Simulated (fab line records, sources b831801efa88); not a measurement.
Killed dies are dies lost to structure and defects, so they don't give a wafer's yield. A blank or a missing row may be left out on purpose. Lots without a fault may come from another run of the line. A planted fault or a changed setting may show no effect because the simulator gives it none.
A struck lot beside a sound one | flow sky130 | 14 steps out of a route of 708
Sound: wafers L524.1, L524.2, L524.4. Struck: wafers L533.2, L533.3, L533.5. The cause comes at the end.
At each step with rows: each side's tool, then ch and its chambers, then its first start. Under that, the readings that differ: sound wafers | struck wafers | difference of the means | sigmas: that difference in standard deviations of wafers without a fault.
alike: readings whose means differ by less than 2 such deviations, and words and numbers that are the same on both sides. not compared: withheld readings, readings that some wafer has no value for, bounds like >300 that may hide the same value, and numbers for which the record gives no deviation and whose values overlap.
The two part at a step that has a row with sigmas, a row that says differs or no value, or rows on one side only. Numbers that don't overlap but have no deviation are shown without sigmas and don't part them. A reading that every wafer of one side lacks parts them only if that side has two wafers or more.

SKY_METAL4_SPUTTER_02: material AlCu, target thk 735 nm, time 39.1 s.
  sound on pvd_sputter-04, day 40 17:22; struck on pvd_sputter-03, day 42 22:25
  alike: throttle_valve_pct
SKY_METAL4_SPUTTER_03: material Ti, target thk 5 nm, time 3.3 s.
  sound on pvd_sputter-04, day 40 17:24; struck on pvd_sputter-03, day 42 22:27
  alike: throttle_valve_pct
SKY_METAL4_SPUTTER_04: material TiN, target thk 70 nm, time 58.3 s.
  sound on pvd_sputter-04, day 40 17:25; struck on pvd_sputter-03, day 42 22:28
  alike: throttle_valve_pct
SKY_CAP2M_CVD_00: deposits SiO2, target thk 15.5 nm.
  sound on pecvd-01 ch 0,1,2, day 40 17:28; struck on pecvd-02 ch 0,2, day 42 22:31
  alike: heater_power_w
SKY_CAP2M_THK_MEAS_01:
  sound on film_metro-01, day 40 17:29; struck on film_metro-04, day 42 22:34
  alike: CAP2M_CVD_00_THK
SKY_CAP2M_SPUTTER_02: material TiN, target thk 200 nm, time 166.7 s.
  sound on pvd_sputter-01, day 40 17:33; struck on pvd_sputter-04, day 42 22:37
  alike: throttle_valve_pct
SKY_CAP2M_RS_MEAS_03: measures by four-point-probe.
  sound on film_metro-01, day 40 17:40; struck on film_metro-01, day 42 22:44
  alike: CAP2M_TIN_RS
SKY_CAP2M_THK_MEAS_04: measures by xrf.
  sound on film_metro-01, day 40 17:47; struck on film_metro-01, day 42 22:51
  alike: CAP2M_TIN_THK
then, 4 steps without rows for these wafers: SKY_CAP2M_DEHYDRATE_05 (time 60 s); SKY_CAP2M_HMDS_06 (prime time 60 s); SKY_CAP2M_COAT_07 (resist thk 1140 nm); SKY_CAP2M_SOFTBAKE_08 (time 60 s).
SKY_CAP2M_EXPOSE_09: exposes mask CAP2M, target cd 1000 nm.
  sound on iline_stepper-01 ch 0, day 41 05:22; struck on iline_stepper-01, day 43 10:02
  no value came back on the struck wafers for exposure_dose_mJ_cm2, focus_offset_nm (nm), na; on the sound wafers exposure_dose_mJ_cm2 reads 158.80 158.99 159.06
  alike: mask
then, 1 step without rows for these wafers: SKY_CAP2M_PEB_10.

WHERE THEY PART
Only at SKY_CAP2M_EXPOSE_09, within this record.

WHY: what the simulator had put in
Skipped step whole: iline_stepper-01, from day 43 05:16 on, at SKY_CAP2M_EXPOSE_09. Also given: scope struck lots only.
